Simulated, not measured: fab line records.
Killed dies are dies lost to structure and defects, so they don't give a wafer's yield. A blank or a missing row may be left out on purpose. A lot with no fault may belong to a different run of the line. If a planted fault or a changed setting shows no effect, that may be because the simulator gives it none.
fab line records + flow sky130
record:
- lots: 15
- wafers: 45
- last-day: 50
route steps=708 shown LOCAL_INTERCONNECT@387 PAD_OPEN@708
lots that met no fault: taken from a fault-free run of the same line
start-h: hours from the record's first day to the start of the lot's first wafer shown + wait-h: hours elapsed since this lot's preceding step + " the same as in the row above + L1.1+2: a row that stands for several wafers + - no value present, or no start provided + * or withheld: withheld + < > ~ a bound
route shown NAME@n: a module of which the file shows steps, and the number in the route of the first + usual: mean/standard deviation taken from wafers without a fault + same: alike in all rows + chamber/n: place in a boat + sites: the reading at each site + _std_site: how widely they spread, as a standard deviation + _edge_site: the outer-site mean with the inner-site mean subtracted + radius-mm: for every site, how far away it sits from the centre of the wafer + mask NAME#n: copy n + behind: the tool/chamber that last shaped the wafer + hold: what put the lot on hold/how long, in hours/how the hold closed + device: the n, p or np transistor that did not switch + end of line: tests of these same wafers at the route's end + a step given without rows: its recipe and nothing more + killed: dies that structure and defects cost at the first sort, which is not the same as the wafer's yield + map: the dies of a wafer, with x for killed, . for not killed, _ for no die there
set.NAME: the setting that was run; set.NAME@STEP: the one run at that earlier step + model.NAME: the simulator's own value behind a step, which no gauge read
route steps across a sampled set of lots; one table per step, one row per wafer
services: a tool's chamber out of use, with start hour (start-h, from the record's first day; less than 0 if before it), hours out, and reason
== steps ==
step: SKY_LOCAL_INTERCONNECT_SPUTTER_00
recipe:
- material: TiN
- target-thk-nm: 100
- temp-c: 300
- power-w: 6500
- time-s: 83.3
- chamber-pressure-pa: 0.4
usual:
- cathode-dc-power-W: 6500.1/1.2
- throttle-valve-pct: 30.2/0.77
| lot.wafer | tool           | chamber | start-h | wait-h | cathode-dc-power-W | throttle-valve-pct |
|-----------|----------------|---------|---------|--------|--------------------|--------------------|
| L327.1    | pvd-sputter-02 | -       | 707.72  | 0.1    | 6499.3             | 29.7               |
| L327.3    | "              | -       | "       | "      | 6499.9             | 31.5               |
| L327.6    | "              | -       | "       | "      | 6498.9             | 30.9               |
| L328.1    | pvd-sputter-04 | -       | 708.21  | 0.2    | 6499.0             | 30.7               |
| L328.4    | "              | -       | "       | "      | 6500.0             | 30.5               |
| L328.5    | "              | -       | "       | "      | 6498.3             | 30.4               |
| L330.2    | pvd-sputter-02 | -       | 733.59  | 0.1    | 6501.0             | 31.3               |
| L330.5    | "              | -       | "       | "      | 6501.1             | 30.4               |
| L330.6    | "              | -       | "       | "      | 6502.1             | 29.7               |
| L333.1    | pvd-sputter-02 | -       | 759.91  | 0.2    | 6498.3             | 29.8               |
| L333.3    | "              | -       | "       | "      | 6499.8             | 31.6               |
| L333.5    | "              | -       | "       | "      | 6500.0             | 31.5               |
| L334.1    | pvd-sputter-02 | -       | 764.07  | 0.1    | 6501.3             | 31.4               |
| L334.3    | "              | -       | "       | "      | 6500.4             | 31.9               |
| L334.6    | "              | -       | "       | "      | 6500.2             | 29.7               |
| L336.3    | pvd-sputter-01 | -       | 771.92  | 0.1    | 6501.1             | 28.8               |
| L336.5    | "              | -       | "       | "      | 6498.8             | 29.0               |
| L336.6    | "              | -       | "       | "      | 6500.1             | 29.9               |
| L335.2    | pvd-sputter-04 | -       | 773.87  | 0.2    | 6499.8             | 29.9               |
| L335.3    | "              | -       | "       | "      | 6498.0             | 30.2               |
| L335.4    | "              | -       | "       | "      | 6499.5             | 29.9               |
| L340.1    | pvd-sputter-02 | -       | 803.12  | 0.2    | 6497.9             | 31.1               |
| L340.2    | "              | -       | "       | "      | 6499.7             | 31.0               |
| L340.3    | "              | -       | "       | "      | 6501.2             | 31.8               |
| L337.3    | pvd-sputter-04 | -       | 803.48  | 0.1    | 6499.9             | 29.9               |
| L337.5    | "              | -       | "       | "      | 6499.9             | 30.2               |
| L337.6    | "              | -       | "       | "      | 6499.1             | 30.1               |
| L342.3    | pvd-sputter-01 | -       | 804.66  | 0.1    | 6501.3             | 29.5               |
| L342.5    | "              | -       | "       | "      | 6500.1             | 30.2               |
| L342.6    | "              | -       | "       | "      | 6500.1             | 29.1               |
| L339.1    | pvd-sputter-04 | -       | 807.16  | 0.1    | 6499.7             | 29.8               |
| L339.2    | "              | -       | "       | "      | 6500.8             | 30.2               |
| L339.6    | "              | -       | "       | "      | 6499.4             | 30.2               |
| L343.2    | pvd-sputter-02 | -       | 811.04  | 0.2    | 6500.0             | 31.2               |
| L343.4    | "              | -       | "       | "      | 6499.7             | 32.1               |
| L343.5    | "              | -       | "       | "      | 6500.2             | 31.8               |
| L344.3    | pvd-sputter-02 | -       | 823.44  | 0.2    | 6501.2             | 30.6               |
| L344.4    | "              | -       | "       | "      | 6501.5             | 29.7               |
| L344.6    | "              | -       | "       | "      | 6500.2             | 30.0               |
| L347.2    | pvd-sputter-02 | -       | 835.37  | 0.2    | 6498.0             | 29.9               |
| L347.4    | "              | -       | "       | "      | 6500.3             | 31.9               |
| L347.5    | "              | -       | "       | "      | 6501.0             | 30.7               |
| L349.1    | pvd-sputter-01 | -       | 851.23  | 0.2    | 6499.9             | 29.9               |
| L349.2    | "              | -       | "       | "      | 6501.8             | 30.0               |
| L349.6    | "              | -       | "       | "      | 6500.5             | 30.0               |
step: SKY_PAD_OPEN_PROBE_99
usual:
- killed_at_M0_to_M3: 44/6.9
- killed_at_M4_up: 3.3/1.7
- killed-at-contacts: 24/5.5
- killed-at-front-end: 16/4.5
- killed-at-other: 0.2/0.46
- killed-dies: 87/9.1
- killed-on-rim: 17/3.6
- killed-open: 48/7.3
- killed-short: 39/6.2
same:
- gross-dies: 492
- killed-at-back-side: 0
| lot.wafer | tool      | chamber | start-h | wait-h | killed_at_M0_to_M3 | killed_at_M4_up | killed-at-contacts | killed-at-front-end | killed-at-other | killed-dies | killed-on-rim | killed-open | killed-short |
|-----------|-----------|---------|---------|--------|--------------------|-----------------|--------------------|---------------------|-----------------|-------------|---------------|-------------|--------------|
| L327.1    | prober-01 | -       | 1097.86 | 0.1    | 38                 | 0               | 26                 | 16                  | 0               | 80          | 13            | 45          | 34           |
| L327.3    | prober-01 | -       | 1097.96 | 0.2    | 52                 | 4               | 25                 | 21                  | 1               | 103         | 19            | 62          | 40           |
| L327.6    | prober-01 | -       | 1098.11 | 0.2    | 43                 | 1               | 25                 | 17                  | 0               | 86          | 19            | 50          | 33           |
| L330.2    | prober-01 | -       | 1114.64 | 0.1    | 38                 | 3               | 29                 | 8                   | 0               | 78          | 22            | 48          | 30           |
| L330.5    | prober-01 | -       | 1114.79 | 0.2    | 48                 | 4               | 20                 | 18                  | 1               | 91          | 21            | 47          | 44           |
| L330.6    | prober-01 | -       | 1114.84 | 0.2    | 40                 | 3               | 19                 | 15                  | 0               | 77          | 18            | 37          | 39           |
| L335.2    | prober-02 | -       | 1146.20 | 0.1    | 35                 | 4               | 73                 | 11                  | 0               | 123         | 21            | 41          | 37           |
| L335.3    | prober-02 | -       | 1146.25 | 0.2    | 53                 | 4               | 68                 | 12                  | 0               | 137         | 26            | 56          | 38           |
| L335.4    | prober-02 | -       | 1146.30 | 0.2    | 49                 | 5               | 65                 | 11                  | 0               | 130         | 29            | 49          | 42           |
| L337.3    | prober-02 | -       | 1165.12 | 0.2    | 38                 | 3               | 67                 | 18                  | 0               | 126         | 21            | 37          | 47           |
| L337.5    | prober-02 | -       | 1165.22 | 0.2    | 56                 | 2               | 60                 | 10                  | 0               | 128         | 24            | 32          | 50           |
| L337.6    | prober-02 | -       | 1165.27 | 0.2    | 47                 | 3               | 77                 | 10                  | 0               | 137         | 22            | 50          | 39           |
| L342.3    | prober-01 | -       | 1169.52 | 0.2    | 53                 | 2               | 23                 | 11                  | 0               | 89          | 18            | 56          | 33           |
| L339.1    | prober-02 | -       | 1169.93 | 0.1    | 36                 | 2               | 75                 | 15                  | 0               | 128         | 24            | 41          | 35           |
| L339.2    | prober-02 | -       | 1169.98 | 0.1    | 56                 | 0               | 43                 | 15                  | 1               | 115         | 25            | 60          | 35           |
| L339.6    | prober-02 | -       | 1170.18 | 0.2    | 47                 | 3               | 63                 | 17                  | 0               | 130         | 15            | 46          | 40           |
| L343.2    | prober-01 | -       | 1176.51 | 0.1    | 58                 | 6               | 25                 | 19                  | 0               | 108         | 23            | 57          | 51           |
| L343.4    | prober-01 | -       | 1176.61 | 0.2    | 41                 | 1               | 20                 | 8                   | 0               | 70          | 10            | 42          | 28           |
| L343.5    | prober-01 | -       | 1176.66 | 0.2    | 44                 | 3               | 21                 | 19                  | 0               | 87          | 14            | 45          | 42           |
| L347.2    | prober-01 | -       | 1186.42 | 0.1    | 36                 | 3               | 27                 | 24                  | 0               | 90          | 20            | 50          | 40           |
| L347.4    | prober-01 | -       | 1186.52 | 0.2    | 43                 | 4               | 23                 | 10                  | 0               | 80          | 15            | 46          | 33           |
| L347.5    | prober-01 | -       | 1186.57 | 0.2    | 33                 | 5               | 27                 | 18                  | 0               | 83          | 14            | 47          | 36           |
| L349.1    | prober-01 | -       | 1197.10 | 0.1    | 39                 | 2               | 27                 | 15                  | 0               | 83          | 17            | 43          | 40           |
| L349.2    | prober-01 | -       | 1197.15 | 0.1    | 52                 | 2               | 15                 | 14                  | 0               | 83          | 21            | 42          | 41           |
| L349.6    | prober-01 | -       | 1197.35 | 0.2    | 40                 | 2               | 20                 | 14                  | 1               | 77          | 17            | 37          | 40           |
killed by level:class
L327.1 LI_CONTACT:geometric-particle:open=10 METAL1:geometric-particle:short=9 CONTACT:geometric-particle:open=8 VIA2:geometric-particle:open=7 VIA1:geometric-particle:short=5 VIA1:geometric-particle:open=5 LOCAL_INTERCONNECT:geometric-particle:short=4 VIA2:geometric-particle:short=4
L327.3 VIA1:geometric-particle:open=13 CONTACT:geometric-particle:open=10 VIA3:geometric-particle:open=9 LI_CONTACT:geometric-particle:open=7 VIA1:geometric-particle:short=7 METAL2:geometric-particle:short=6 FIELD_ISO:geometric-particle:open=5 CONTACT:geometric-particle:short=4
L327.6 VIA1:geometric-particle:open=14 CONTACT:geometric-particle:open=10 LI_CONTACT:geometric-particle:open=6 LOCAL_INTERCONNECT:geometric-particle:short=5 METAL1:geometric-particle:short=5 VIA2:geometric-particle:short=5 FIELD_ISO:geometric-particle:short=4 VIA3:geometric-particle:open=4
L330.2 VIA1:geometric-particle:open=13 LI_CONTACT:geometric-particle:open=11 CONTACT:geometric-particle:open=10 LOCAL_INTERCONNECT:geometric-particle:short=5 VIA2:geometric-particle:open=4 METAL2:geometric-particle:short=4 METAL1:geometric-particle:short=3 VIA1:geometric-particle:short=3
L330.5 VIA1:geometric-particle:open=9 VIA3:geometric-particle:open=9 METAL1:geometric-particle:short=7 LI_CONTACT:geometric-particle:open=6 FIELD_ISO:geometric-particle:short=5 POLY_GATE:geometric-particle:open=5 LOCAL_INTERCONNECT:geometric-particle:short=5 CONTACT:geometric-particle:short=5
L330.6 VIA1:geometric-particle:open=9 FIELD_ISO:geometric-particle:short=6 METAL2:geometric-particle:short=6 CONTACT:geometric-particle:open=6 LI_CONTACT:geometric-particle:open=5 VIA2:geometric-particle:open=5 METAL3:geometric-particle:short=5 VIA3:geometric-particle:open=5
L335.2 LOCAL_INTERCONNECT:unspecified=45 CONTACT:geometric-particle:open=12 VIA1:geometric-particle:open=8 LOCAL_INTERCONNECT:geometric-particle:short=5 VIA2:geometric-particle:open=5 VIA3:geometric-particle:open=4 LI_CONTACT:geometric-particle:short=4 METAL1:geometric-particle:short=4
L335.3 LOCAL_INTERCONNECT:unspecified=43 VIA1:geometric-particle:open=12 LI_CONTACT:geometric-particle:open=10 VIA2:geometric-particle:open=10 CONTACT:geometric-particle:open=9 VIA1:geometric-particle:short=9 METAL2:geometric-particle:short=6 FIELD_ISO:geometric-particle:open=5
L335.4 LOCAL_INTERCONNECT:unspecified=39 VIA1:geometric-particle:open=13 VIA1:geometric-particle:short=9 VIA2:geometric-particle:open=8 CONTACT:geometric-particle:open=7 LI_CONTACT:geometric-particle:open=7 VIA3:geometric-particle:open=7 FIELD_ISO:geometric-particle:short=6
L337.3 LOCAL_INTERCONNECT:unspecified=42 METAL1:geometric-particle:short=8 LI_CONTACT:geometric-particle:open=7 METAL2:geometric-particle:short=7 FIELD_ISO:geometric-particle:open=6 POLY_GATE:geometric-particle:short=6 VIA2:geometric-particle:open=6 VIA1:geometric-particle:short=5
L337.5 LOCAL_INTERCONNECT:unspecified=46 VIA1:geometric-particle:open=9 VIA1:geometric-particle:short=9 VIA3:geometric-particle:open=9 VIA3:geometric-particle:short=8 METAL2:geometric-particle:short=8 METAL1:geometric-particle:short=6 FIELD_ISO:geometric-particle:short=5
L337.6 LOCAL_INTERCONNECT:unspecified=48 CONTACT:geometric-particle:open=13 VIA1:geometric-particle:open=11 VIA2:geometric-particle:open=10 METAL1:geometric-particle:short=7 LI_CONTACT:geometric-particle:open=6 VIA3:geometric-particle:open=5 METAL2:geometric-particle:short=5
L342.3 VIA1:geometric-particle:open=16 VIA3:geometric-particle:open=11 CONTACT:geometric-particle:open=10 FIELD_ISO:geometric-particle:open=6 VIA3:geometric-particle:short=5 METAL1:geometric-particle:short=5 VIA1:geometric-particle:short=5 LOCAL_INTERCONNECT:geometric-particle:short=4
L339.1 LOCAL_INTERCONNECT:unspecified=52 CONTACT:geometric-particle:open=10 VIA3:geometric-particle:open=7 METAL3:geometric-particle:short=6 VIA1:geometric-particle:short=5 FIELD_ISO:geometric-particle:open=4 LI_CONTACT:geometric-particle:open=4 CONTACT:geometric-particle:short=4
L339.2 LOCAL_INTERCONNECT:unspecified=20 VIA2:geometric-particle:open=12 LI_CONTACT:geometric-particle:open=11 CONTACT:geometric-particle:open=9 VIA3:geometric-particle:open=9 METAL1:geometric-particle:short=8 METAL2:geometric-particle:short=8 VIA1:geometric-particle:open=7
L339.6 LOCAL_INTERCONNECT:unspecified=44 VIA1:geometric-particle:open=11 VIA3:geometric-particle:open=9 CONTACT:geometric-particle:open=6 VIA2:geometric-particle:open=6 POLY_GATE:geometric-particle:short=5 LOCAL_INTERCONNECT:geometric-particle:short=5 VIA2:geometric-particle:short=5
L343.2 VIA1:geometric-particle:open=12 CONTACT:geometric-particle:open=11 VIA1:geometric-particle:short=11 VIA2:geometric-particle:open=7 FIELD_ISO:geometric-particle:open=6 METAL1:geometric-particle:short=6 METAL4:geometric-particle:short=6 VIA3:geometric-particle:open=6
L343.4 CONTACT:geometric-particle:open=10 VIA1:geometric-particle:open=10 METAL1:geometric-particle:short=6 VIA3:geometric-particle:open=5 METAL2:geometric-particle:short=4 VIA2:geometric-particle:open=4 POLY_GATE:geometric-particle:open=3 LI_CONTACT:geometric-particle:open=3
L343.5 CONTACT:geometric-particle:open=11 VIA1:geometric-particle:open=9 POLY_GATE:geometric-particle:short=8 METAL1:geometric-particle:short=8 VIA2:geometric-particle:open=7 VIA1:geometric-particle:short=5 METAL2:geometric-particle:short=4 FIELD_ISO:geometric-particle:open=3
L347.2 LI_CONTACT:geometric-particle:open=9 CONTACT:geometric-particle:open=9 METAL1:geometric-particle:short=7 METAL2:geometric-particle:short=6 POLY_GATE:geometric-particle:short=5 POLY_GATE:geometric-particle:open=5 CONTACT:geometric-particle:short=5 FIELD_ISO:geometric-particle:open=4
L347.4 VIA1:geometric-particle:open=11 VIA2:geometric-particle:open=11 METAL1:geometric-particle:short=8 LI_CONTACT:geometric-particle:open=7 CONTACT:geometric-particle:open=7 CONTACT:geometric-particle:short=5 METAL2:geometric-particle:short=4 POLY_GATE:geometric-particle:open=3
L347.5 CONTACT:geometric-particle:open=9 VIA1:geometric-particle:open=8 LI_CONTACT:geometric-particle:open=7 POLY_GATE:geometric-particle:open=6 VIA1:geometric-particle:short=5 METAL2:geometric-particle:short=5 VIA3:geometric-particle:open=5 POLY_GATE:geometric-particle:short=4
L349.1 VIA1:geometric-particle:open=9 VIA3:geometric-particle:open=8 LOCAL_INTERCONNECT:geometric-particle:short=7 LI_CONTACT:geometric-particle:open=6 CONTACT:geometric-particle:short=6 POLY_GATE:geometric-particle:open=5 CONTACT:geometric-particle:open=5 VIA1:geometric-particle:short=5
L349.2 VIA2:geometric-particle:open=9 VIA1:geometric-particle:open=9 VIA3:geometric-particle:open=9 METAL2:geometric-particle:short=7 METAL1:geometric-particle:short=7 CONTACT:geometric-particle:open=6 VIA1:geometric-particle:short=5 POLY_GATE:geometric-particle:short=4
L349.6 METAL2:geometric-particle:short=9 VIA1:geometric-particle:open=8 CONTACT:geometric-particle:short=6 LI_CONTACT:geometric-particle:open=5 FIELD_ISO:geometric-particle:short=4 FIELD_ISO:geometric-particle:open=4 LOCAL_INTERCONNECT:geometric-particle:short=4 CONTACT:geometric-particle:open=4
== services ==
| tool           | chamber | start-h | hours | kind                   |
|----------------|---------|---------|-------|------------------------|
| pvd-sputter-02 | -       | 700.22  | 2.5   | repair                 |
| pvd-sputter-01 | 2       | 707.06  | -     | consumable-replace:kit |
| pvd-sputter-01 | 2       | 707.06  | 18.0  | scheduled-down         |
| pvd-sputter-01 | 2       | 707.06  | 18.0  | vent-cycle             |
| pvd-sputter-02 | -       | 736.24  | 3.4   | repair                 |
| pvd-sputter-04 | -       | 819.20  | 1.4   | repair                 |
== key ==
first-sign:
- step: SKY_PAD_OPEN_PROBE_99
- reading: killed-at-contacts
- direction: up
- sigmas: 7.6
- usual: 24
- struck: 66
effect:
- step: SKY_PAD_OPEN_PROBE_99
- reading: killed-dies
- direction: up
- sigmas: 4.5
- usual: 87
- struck: 128
met-at SKY_LOCAL_INTERCONNECT_SPUTTER_00
struck-lots L335,L337,L339
tester-left-out L335,L337,L339
onset-between 708.21 773.87
fault:
- kind: chamber-particle-source
- tool: pvd-sputter-04
- chamber: -
- onset-h: 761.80
- steps: SKY_LOCAL_INTERCONNECT_SPUTTER_00
- rate-per-visit-cm2: 0.78142
- end-h: 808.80
tester-left-out: of these lots the tester's yield and bins aren't shown, on N5 and GAA mostly nor the transistor test; their killed dies are dies lost to structure and defects alone, not to doping, threshold or leakage, so they don't give the yield
